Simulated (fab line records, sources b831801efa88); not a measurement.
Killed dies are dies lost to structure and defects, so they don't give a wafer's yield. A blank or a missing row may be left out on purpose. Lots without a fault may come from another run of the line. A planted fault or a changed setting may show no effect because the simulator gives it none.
Which tool did it? | flow sky130 | 6 lots, 18 wafers sampled, at 2 steps of a route of 708

WHAT THE GAUGES READ, wafer by wafer
SKY_POLY_GATE_THK_MEAS_21.
lot  | measured     | on            | POLY_GATE_OXIDATION_THK (nm)
L104 | day 16 22:25 | film_metro-01 | 3.94 3.92 3.96
L109 | day 18 15:28 | film_metro-02 | 4.06 4.11 4.03
L113 | day 20 03:53 | film_metro-01 | 3.94 4.01 3.99
L119 | day 22 16:54 | film_metro-03 | 4.02 4.14 4.03
L124 | day 24 00:55 | film_metro-01 | 3.96 4.10 3.99
L126 | day 25 00:04 | film_metro-02 | 4.09 3.99 4.09

WHICH TOOL RAN EACH LOT (tool, then ch and the chambers of the sampled wafers, then the start)
lot  | SKY_VT_ADJUST_LVTN_STRIP_09
L104 | plasma_asher-01 ch 0,1, day 7 08:12
L109 | plasma_asher-02 ch 0,1, day 8 15:48
L113 | plasma_asher-01 ch 0,1, day 9 14:50
L119 | plasma_asher-01 ch 0,1, day 11 09:48
L124 | plasma_asher-02 ch 0,1, day 12 13:26
L126 | plasma_asher-01 ch 0,1, day 13 08:21
- SKY_VT_ADJUST_LVTN_STRIP_09: strips in O2/N2.

THE ANSWER, worked out from the rows above alone
Rule: what is usual is taken from the lots themselves. Put in order of their means at a reading, lots are off if they are a third of the lots or fewer, leave a main group of 4 or more, and stand apart from it by a gap of 3 or more times the standard deviation of the main group's means; of several such gaps the widest counts. A main group whose means are all the same, to the digits that the tables above print for the reading, isn't used. A lot without any number at a reading at which 4 lots or more have one is off too. The other lots that the step has rows for count as sound.
No lot is off at any reading shown: from this, nothing can be told.

WHAT THE SIMULATOR HAD PUT IN
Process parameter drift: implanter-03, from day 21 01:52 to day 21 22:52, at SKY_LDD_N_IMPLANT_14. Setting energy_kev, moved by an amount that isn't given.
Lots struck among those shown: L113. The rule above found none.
